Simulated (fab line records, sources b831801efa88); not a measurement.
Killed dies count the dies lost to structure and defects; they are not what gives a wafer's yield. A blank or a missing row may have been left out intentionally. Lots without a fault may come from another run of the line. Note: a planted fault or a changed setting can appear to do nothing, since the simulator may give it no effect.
Code-filled problem report in 8D (eight disciplines) form :: flow gf180mcu :: the parts of the form that need people (team, actions taken, sign-off) are left out

1. THE PROBLEM
GF_V3_SPUTTER_22, cathode dc power W: mean 4513.4 W over 1 wafer from 1 lot; wafers with no fault: 4000.0 W, standard deviation 0.68. So: +99 or more standard deviations from the usual mean.
The step: material TiN, target thk 10 nm, time 40 s.
Earliest sighting: wafer L348.1 on pvd sputter-04 at day 26 16:50. Wafers with a number at this step in the record: 36, from 12 lots. By rule, "out" or "out of limits" means more than 4 standard deviations away from the usual mean. All remaining wafers that have a number are taken as sound.

2. WHAT THIS IS AND IS NOT
question: which readings at this step
is: cathode dc power W
is not: throttle valve pct

question: which lots
is: L348
is not: L336, L337, L338, L339, L350, L352, L353, L354, L355, L356, L359

question: which wafers of those lots
is: L348.1
is not: L348.2, L348.5

question: read on which tools
is: pvd sputter-04
is not: pvd sputter-01, pvd sputter-03

question: when
is: from day 26 16:50
is not: up to then (14 sound wafers); but 21 sound wafers of L350, L352, L353, L354, L355, L356, L359 came after

3. WHAT RULES OUT EACH SUSPECT
Counting: any tool at a process step up to the reading remains a suspect provided it ran every lot that is out. Sound lots after the first of them don't rule it out here, since some wafers of a struck lot are sound.
- pvd sputter-04 at GF_M3_SPUTTER_03 (material Ti, target thk 10 nm, time 6.7 s): kept. The lot that is out, L348, ran on it at day 24 21:56; the last sound lot it ran before that was L338, at day 20 22:11.
- pvd sputter-04 at GF_M3_SPUTTER_04 (material TiN, target thk 50 nm, time 41.7 s): kept. The lot that is out, L348, ran on it at day 24 21:57; the last sound lot it ran before that was L338, at day 20 22:12.
- pvd sputter-04 at GF_V3_SPUTTER_22 (material TiN, target thk 10 nm, time 40 s): kept. The lot that is out, L348, ran on it at day 26 16:50; the last sound lot it ran before that was L336, at day 22 18:36. On those wafers its own readings are out: cathode dc power W.
Still standing after the count: pvd sputter-04 at GF_M3_SPUTTER_03, pvd sputter-04 at GF_M3_SPUTTER_04, pvd sputter-04 at GF_V3_SPUTTER_22.

4. THE CAUSE (what the simulator had put in)
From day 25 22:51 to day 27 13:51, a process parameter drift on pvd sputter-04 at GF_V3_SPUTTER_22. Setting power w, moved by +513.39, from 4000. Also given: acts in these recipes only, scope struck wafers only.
Of the 3 suspects that counting leaves, this tool is one.

5. THE EFFECT CHAIN, in route order
One row per reading whose mean, taken over the struck wafers that have a number, lies over 3 standard deviations from the usual. Only readings whose record carries a usual standard deviation are examined. hours: median over the lots of the time between each lot's start at the first step of this table that gives one and its start at this step. sigmas: the change, counted in usual standard deviations.
hours: 0
step: GF_V3_SPUTTER_22
reading: cathode dc power W
usual: 4000.0 W
on struck wafers: 4513.4
change: +513.4
sigmas: +99 or more
The process steps in it:
- GF_V3_SPUTTER_22: material TiN, target thk 10 nm, time 40 s.

6. WHAT WOULD HAVE CAUGHT IT SOONER
First out-of-limits reading in this record: day 26 16:50, which is 18 hours after fault onset at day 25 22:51.
